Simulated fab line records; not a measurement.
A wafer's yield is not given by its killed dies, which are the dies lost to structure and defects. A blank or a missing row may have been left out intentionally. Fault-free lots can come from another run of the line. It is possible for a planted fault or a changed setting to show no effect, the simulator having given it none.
A struck lot beside a sound one / flow sky130 / 13 out of 708 route steps
Sound: wafers L993.1, L993.2, L993.5. Wafers struck: L111.1, L111.3, L111.4. At the end, the cause is stated.
For every step that has rows: the tool of each side, followed by ch and its chambers, followed by its first start. Under that, the readings that differ: sound wafers / struck wafers / difference of the means / sigmas: that difference in standard deviations of wafers without a fault.
alike: words and numbers the same on both sides, and readings whose means are apart by under 2 such deviations; not compared: readings that were withheld, readings missing a value for some wafer, numbers with overlapping values and no deviation given by the record, and bounds like >300 which may hide the same value.
A row with sigmas, a row that says differs or no value, or rows on one side alone: a step with any of these is where the two part. Numbers that have no deviation but don't overlap get no sigmas and don't part them. A reading that every wafer of one side lacks parts them only if that side has two wafers or more.

SKY_VIA1_CD_MEAS_12 targets a cd of 150 nm.
  struck on cdSem-02, day 39 15:52; sound on cdSem-01, day 34 15:22
  alike: cdNm
SKY_VIA1_OVL_MEAS_13:
  struck on overlay-01, day 39 15:59; sound on overlay-02, day 34 15:29
  alike: VIA1_OVL
SKY_VIA1_ETCH_14: etches BARC in N2/H2, stops on SiO2, time 45.9 s, target depth 60 nm.
  sound on rieDiel-03 ch 0,2, day 34 15:31; struck on rieDiel-04 ch 0,2,3, day 39 16:01
  alike: drypumpMotorCurrentA, oesProductAu, throttleValvePct
  not compared: rfHoursCounterH
SKY_VIA1_ETCH_15: etches SiO2 in C4F8/O2/Ar, stops on TiN, target depth 351 nm, time 54 s.
  sound on rieDiel-03 ch 0,2, day 34 15:34; struck on rieDiel-04 ch 0,2,3, day 39 16:04
  alike: oesProductAu
  not compared: rfHoursCounterH
SKY_VIA1_STRIP_16: strips in O2/N2.
  sound on plasmaAsher-04 ch 0,1, day 34 15:36; struck on plasmaAsher-01 ch 0,1, day 39 16:06
  alike: drypumpMotorCurrentA, oesProductAu, stripTimeToEndpointS
  not compared: rfHoursCounterH
then, 3 steps without rows for these wafers: SKY_VIA1_STRIP_17 (strips in post etch residue remover, time 1200 s); SKY_VIA1_CLEAN_18 (cleans in IPA, time 180 s); SKY_VIA1_CLEAN_19 (cleans in O3/DIW).
SKY_VIA1_SPUTTER_20: material TiN, target thk 20 nm, time 80 s.
  struck on pvdSputter-04, day 39 16:42; sound on pvdSputter-01, day 34 16:12
  alike: throttleValvePct
SKY_VIA1_CVD_21: deposits W, target thk 270 nm, time 80.902 s.
  sound on cvdW-01 ch 0,1, day 34 16:16; struck on cvdW-01 ch 0,1, day 39 16:46
  alike: chamberPressureTorr, heaterPowerW
SKY_VIA1_RS_MEAS_22: measurement is done with a four-point probe.
  struck on filmMetro-03, day 39 16:51; sound on filmMetro-01, day 34 16:21
reading=VIA1_W_RS (ohm/sq); sound=0.430 0.424 0.428; struck=0.417 0.417 0.416; difference=-0.011; sigmas=-2
SKY_VIA1_THK_MEAS_23: measures by xrf.
  struck on filmMetro-03, day 39 16:58; sound on filmMetro-01, day 34 16:28
  alike: VIA1_W_THK
SKY_VIA1_CMP_24: polishes, stops on SiO2, t overpolish 15 s, target thk 0 nm.
  sound on cmp-02 ch 1,2,3, day 34 16:38; struck on cmp-02 ch 1,2,3, day 39 17:02
  no value came back on the struck wafers for any of 6 readings (edgeZonePressureFrac, headPressurePsi (psi) and others); on the sound wafers edgeZonePressureFrac reads 1.000 1.001 1.000
reading=model.W_of_VIA1_CVD_21.thkNm (nm); sound=0 0 0; struck=275.7 275.8 276.3; difference=+275.9; sigmas=
reading=model.SiO2_of_VIA1_HDPCVD_00.thkNm (nm); sound=340 338.3 342.7; struck=346.8 345.7 345.1; difference=+5.5; sigmas=

WHERE THEY PART
First at SKY_VIA1_RS_MEAS_22; last, within this record, at SKY_VIA1_CMP_24.

WHY: the cause the simulator had injected
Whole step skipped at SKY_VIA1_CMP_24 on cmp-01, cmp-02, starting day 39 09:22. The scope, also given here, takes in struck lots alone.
